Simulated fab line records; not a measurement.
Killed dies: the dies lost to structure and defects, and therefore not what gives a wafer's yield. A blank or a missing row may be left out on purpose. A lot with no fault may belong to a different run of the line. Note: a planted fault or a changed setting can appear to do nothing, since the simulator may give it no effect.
Matching of chambers + flow sky130 + 3 sister chambers for SKY_CAP2M_CVD_00 on pecvd-03
The step deposits SiO2, target thk 15.5 nm. 20 wafers are shown with their chamber, then 10 later ones without.

EACH WAFER AND ITS CHAMBER
| wafer  | chamber | heater power w (W) |
|--------|---------|--------------------|
| L077.1 | 0       | 868                |
| L077.5 | 1       | 691                |
| L077.6 | 0       | 857                |
| L079.1 | 2       | 791                |
| L079.2 | 1       | 637                |
| L079.6 | 0       | 940                |
| L081.1 | 1       | 722                |
| L081.3 | 2       | 725                |
| L081.4 | 0       | 794                |
| L082.1 | 1       | 717                |
| L082.2 | 0       | 812                |
| L082.3 | 2       | 796                |
| L082.4 | 1       | 725                |
| L082.5 | 2       | 787                |
| L082.6 | 0       | 810                |
| L085.2 | 0       | 879                |
| L085.3 | 2       | 747                |
| L085.4 | 0       | 902                |
| L086.2 | 2       | 783                |
| L086.4 | 2       | 810                |

SIGNATURES, as means of the wafers listed above
| reading        | chamber 0 | chamber 1 | chamber 2 | scatter within a chamber |
|----------------|-----------|-----------|-----------|--------------------------|
| heater power w | 857.75    | 698.40    | 777.00    | 41                       |
Rule: distance of a wafer from a chamber = root of the sum over the readings of ((wafer's reading minus chamber's mean) / reading's scatter) squared. If the next closest chamber is less than 2 further off than the closest, the wafer can't be placed; otherwise it belongs to the closest. How the scatter is found: for the shown wafers, subtract from each reading the mean of its chamber, square and add these, divide the total by (wafers less chambers), then take the root.

WAFERS WITH NO CHAMBER GIVEN
| wafer  | heater power w (W) |
|--------|--------------------|
| L086.5 | 807                |
| L089.1 | 772                |
| L089.2 | 770                |
| L089.4 | 775                |
| L090.2 | 911                |
| L090.3 | 772                |
| L090.6 | 748                |
| L091.1 | 725                |
| L091.4 | 734                |
| L091.5 | 638                |

WHICH CHAMBER EACH WENT THROUGH
| wafer  | from the rows above          | in truth |
|--------|------------------------------|----------|
| L086.5 | can't be placed: 2 or 0 or 1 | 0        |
| L089.1 | can't be placed: 2 or 1 or 0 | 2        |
| L089.2 | can't be placed: 2 or 1 or 0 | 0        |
| L089.4 | can't be placed: 2 or 1 or 0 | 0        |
| L090.2 | can't be placed: 0 or 2      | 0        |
| L090.3 | can't be placed: 2 or 1 or 0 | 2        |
| L090.6 | can't be placed: 2 or 1 or 0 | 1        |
| L091.1 | can't be placed: 1 or 2      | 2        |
| L091.4 | can't be placed: 1 or 2      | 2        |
| L091.5 | can't be placed: 1 or 2      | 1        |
Correctly placed: 0 of 10. Cannot be placed on the basis of these rows: 10; the candidates contain the true chamber in 10. Placed wrongly: 0.
